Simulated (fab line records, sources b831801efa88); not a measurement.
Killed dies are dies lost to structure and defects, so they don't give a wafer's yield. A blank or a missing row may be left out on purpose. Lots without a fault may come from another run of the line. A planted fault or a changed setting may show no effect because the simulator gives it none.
Which tool did it? | flow sky130 | 10 lots, 30 wafers sampled, at 4 steps of a route of 708

WHAT THE GAUGES READ, wafer by wafer
SKY_VIA3_RS_MEAS_22: measures by four-point-probe.
lot  | measured     | on            | VIA3_W_RS (ohm/sq)
L781 | day 39 19:34 | film_metro-04 | 0.299 0.298 0.296
L785 | day 41 16:57 | film_metro-02 | 0.296 0.293 0.294
L786 | day 42 00:17 | film_metro-03 | 0.288 0.298 0.292
L787 | day 42 09:09 | film_metro-03 | 0.296 0.297 0.296
L789 | day 42 23:53 | film_metro-04 | 0.291 0.290 0.294
L795 | day 44 08:31 | film_metro-02 | 58.067 57.810 57.607
L796 | day 44 12:20 | film_metro-02 | 59.117 58.947 58.652
L801 | day 45 12:08 | film_metro-03 | 0.295 0.299 0.294
L802 | day 45 23:15 | film_metro-02 | 0.295 0.297 0.294
L804 | day 46 01:23 | film_metro-02 | 0.289 0.294 0.291

WHICH TOOL RAN EACH LOT (tool, then ch and the chambers of the sampled wafers, then the start)
lot  | SKY_METAL3_SPUTTER_03        | SKY_CAPM_STRIP_14                    | SKY_VIA3_CVD_21
L781 | pvd_sputter-01, day 36 11:22 | plasma_asher-02 ch 0,1, day 37 13:22 | cvd_w-01 ch 0,1, day 39 19:27
L785 | pvd_sputter-03, day 38 11:01 | plasma_asher-02 ch 0,1, day 39 12:43 | cvd_w-01 ch 0,1, day 41 16:50
L786 | pvd_sputter-02, day 38 20:15 | plasma_asher-04 ch 0,1, day 39 21:40 | cvd_w-02 ch 0,1, day 42 00:10
L787 | pvd_sputter-03, day 39 05:14 | plasma_asher-01 ch 0,1, day 40 06:16 | cvd_w-01 ch 0,1, day 42 09:01
L789 | pvd_sputter-03, day 39 20:41 | plasma_asher-01 ch 0,1, day 40 21:02 | cvd_w-02 ch 0,1, day 42 23:44
L795 | pvd_sputter-03, day 41 07:50 | plasma_asher-01 ch 0,1, day 42 07:40 | cvd_w-02 ch 0,1, day 44 08:23
L796 | pvd_sputter-02, day 41 12:08 | plasma_asher-02 ch 0,1, day 42 11:33 | cvd_w-01 ch 0, day 44 12:05
L801 | pvd_sputter-01, day 42 13:59 | plasma_asher-02 ch 0,1, day 43 13:10 | cvd_w-02 ch 0,1, day 45 12:01
L802 | pvd_sputter-03, day 43 01:35 | plasma_asher-02 ch 0,1, day 44 00:16 | cvd_w-02 ch 0, day 45 23:08
L804 | pvd_sputter-01, day 43 03:37 | plasma_asher-02 ch 0,1, day 44 02:07 | cvd_w-01 ch 0,1, day 46 01:15
- SKY_METAL3_SPUTTER_03: material Ti, target thk 5 nm, time 3.3 s.
- SKY_CAPM_STRIP_14: strips in O2/N2.
- SKY_VIA3_CVD_21: deposits W, target thk 390 nm, time 117.31 s.

THE ANSWER, worked out from the rows above alone
Rule: what is usual is taken from the lots themselves. Put in order of their means at a reading, lots are off if they are a third of the lots or fewer, leave a main group of 4 or more, and stand apart from it by a gap of 3 or more times the standard deviation of the main group's means; of several such gaps the widest counts. A main group whose means are all the same, to the digits that the tables above print for the reading, isn't used. A lot without any number at a reading at which 4 lots or more have one is off too. The other lots that the step has rows for count as sound.
Off: L795, L796, at SKY_VIA3_RS_MEAS_22 (VIA3_W_RS). The main group: mean 0.294 ohm/sq, standard deviation 0.0022.
A tool fits if, at a process step before that reading, it ran every lot that is off, and no sound lot after the first of them. The gauges at SKY_VIA3_RS_MEAS_22 are tried like those tools. None of those tried fits.

WHAT THE SIMULATOR HAD PUT IN
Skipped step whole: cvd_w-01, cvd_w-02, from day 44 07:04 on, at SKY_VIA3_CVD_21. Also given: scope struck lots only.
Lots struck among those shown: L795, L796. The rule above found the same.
